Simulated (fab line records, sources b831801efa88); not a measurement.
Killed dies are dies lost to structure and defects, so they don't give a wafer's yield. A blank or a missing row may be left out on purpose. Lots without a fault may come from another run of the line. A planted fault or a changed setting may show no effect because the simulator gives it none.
Chamber matching | flow sky130 | SKY_LI_CONTACT_ETCH_15 on rie_diel-02: 4 sister chambers
The step etches PSG in C4F8/O2/Ar, stops on Si, target depth 600 nm. 16 wafers are shown with their chamber, then 8 later ones without.

WAFERS WITH THEIR CHAMBER
wafer  | chamber | oes_product_au (a.u.)
L294.2 | 1       | 0.838
L294.4 | 3       | 0.841
L294.5 | 2       | 0.834
L293.2 | 1       | 0.835
L293.3 | 3       | 0.839
L293.5 | 0       | 0.838
L298.3 | 1       | 0.834
L298.5 | 0       | 0.835
L298.6 | 3       | 0.837
L303.2 | 1       | 0.844
L303.4 | 2       | 0.847
L303.5 | 1       | 0.836
L307.1 | 3       | 0.834
L307.5 | 2       | 0.842
L307.6 | 1       | 0.836
L312.1 | 3       | 0.829

SIGNATURES (means of the wafers above)
reading        | chamber 0 | chamber 1 | chamber 2 | chamber 3 | scatter within a chamber
oes_product_au | 0.83650   | 0.83717   | 0.84100   | 0.83600   | 0.0045
Rule: a wafer's distance from a chamber is the root of the sum, over the readings, of the square of ((its reading less the chamber's mean) divided by the reading's scatter). The wafer belongs to the nearest chamber; if the next one is less than 2 further off, it can't be placed. The scatter: the root of (the sum of the squares of (reading less its chamber's mean) over the shown wafers, divided by (wafers less chambers)).

WAFERS WITHOUT THEIR CHAMBER
wafer  | oes_product_au (a.u.)
L312.4 | 0.831
L312.5 | 0.841
L313.1 | 0.834
L313.4 | 0.844
L313.5 | 0.827
L316.2 | 0.830
L316.3 | 0.833
L316.5 | 0.839

WHICH CHAMBER EACH WENT THROUGH
wafer  | from the rows above               | in truth
L312.4 | can't be placed: 3 or 0 or 1 or 2 | 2
L312.5 | can't be placed: 2 or 1 or 0 or 3 | 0
L313.1 | can't be placed: 3 or 0 or 1 or 2 | 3
L313.4 | can't be placed: 2 or 1 or 0 or 3 | 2
L313.5 | can't be placed: 3 or 0 or 1 or 2 | 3
L316.2 | can't be placed: 3 or 0 or 1 or 2 | 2
L316.3 | can't be placed: 3 or 0 or 1 or 2 | 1
L316.5 | can't be placed: 1 or 2 or 0 or 3 | 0
Placed correctly: 0 of 8. Can't be placed from these rows: 8 (the true chamber is among the candidates in 8). Placed wrongly: 0.
